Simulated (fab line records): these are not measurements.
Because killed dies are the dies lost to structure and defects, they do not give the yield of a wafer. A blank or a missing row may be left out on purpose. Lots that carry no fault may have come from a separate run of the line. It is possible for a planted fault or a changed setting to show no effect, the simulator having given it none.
Matching of chambers :: flow sky130 :: cmp-01 running SKY_LI_CONTACT_CMP_24: 4 sister chambers
The step polishes, stops on PSG, t overpolish 20 s, target thk 0 nm. 8 wafers are shown with their chamber, then 12 later ones without.

EACH WAFER AND ITS CHAMBER
wafer: L087.5
chamber: 2
motor-current-A (A): 11.1
time-to-endpoint-s (s): 105

wafer: L088.2
chamber: 1
motor-current-A (A): 10.4
time-to-endpoint-s (s): 97

wafer: L088.5
chamber: 0
motor-current-A (A): 11.1
time-to-endpoint-s (s): 98

wafer: L090.1
chamber: 1
motor-current-A (A): 11.1
time-to-endpoint-s (s): 101

wafer: L090.5
chamber: 3
motor-current-A (A): 14.9
time-to-endpoint-s (s): 104

wafer: L092.1
chamber: 3
motor-current-A (A): 13.5
time-to-endpoint-s (s): 99

wafer: L092.3
chamber: 0
motor-current-A (A): 11.2
time-to-endpoint-s (s): 102

wafer: L092.6
chamber: 2
motor-current-A (A): 11.0
time-to-endpoint-s (s): 97

WAFERS MISSING THEIR CHAMBER
wafer: L093.1
motor-current-A (A): 11.0
time-to-endpoint-s (s): 87

wafer: L093.3
motor-current-A (A): 11.7
time-to-endpoint-s (s): 90

wafer: L093.4
motor-current-A (A): 11.0
time-to-endpoint-s (s): 98

wafer: L094.3
motor-current-A (A): 13.7
time-to-endpoint-s (s): 94

wafer: L094.4
motor-current-A (A): 10.7
time-to-endpoint-s (s): 101

wafer: L094.6
motor-current-A (A): 13.8
time-to-endpoint-s (s): 93

wafer: L095.4
motor-current-A (A): 10.9
time-to-endpoint-s (s): 89

wafer: L095.5
motor-current-A (A): 13.6
time-to-endpoint-s (s): 94

wafer: L095.6
motor-current-A (A): 11.4
time-to-endpoint-s (s): 92

wafer: L097.3
motor-current-A (A): 10.5
time-to-endpoint-s (s): 88

wafer: L097.5
motor-current-A (A): 10.6
time-to-endpoint-s (s): 93

wafer: L097.6
motor-current-A (A): 13.5
time-to-endpoint-s (s): 94

WHICH CHAMBER EACH WENT THROUGH
wafer: L093.1
from the rows above: can't be placed: 1 or 0 or 2
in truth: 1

wafer: L093.3
from the rows above: can't be placed: 0 or 1 or 2
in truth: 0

wafer: L093.4
from the rows above: can't be placed: 1 or 0 or 2
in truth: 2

wafer: L094.3
from the rows above: 3
in truth: 3

wafer: L094.4
from the rows above: can't be placed: 1 or 2 or 0
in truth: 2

wafer: L094.6
from the rows above: 3
in truth: 3

wafer: L095.4
from the rows above: can't be placed: 1 or 0 or 2
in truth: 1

wafer: L095.5
from the rows above: 3
in truth: 3

wafer: L095.6
from the rows above: can't be placed: 0 or 1 or 2
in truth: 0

wafer: L097.3
from the rows above: can't be placed: 1 or 0 or 2
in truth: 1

wafer: L097.5
from the rows above: can't be placed: 1 or 0 or 2
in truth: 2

wafer: L097.6
from the rows above: 3
in truth: 3
Correct placement for 4 of the 12. Cannot be placed on the basis of these rows: 8; the candidates contain the true chamber in 8. Wrongly placed: 0.
How it was worked out, from the rows above alone: a wafer's distance from a chamber is the root of the sum, over the readings, of the square of ((its reading less the chamber's mean) divided by the reading's scatter). The wafer belongs to the nearest chamber; if the next one is less than 2 further off, it can't be placed. A chamber's mean is the mean of its shown wafers. How the scatter is found: for the shown wafers, subtract from each reading the mean of its chamber, square and add these, divide the total by (wafers less chambers), then take the root.
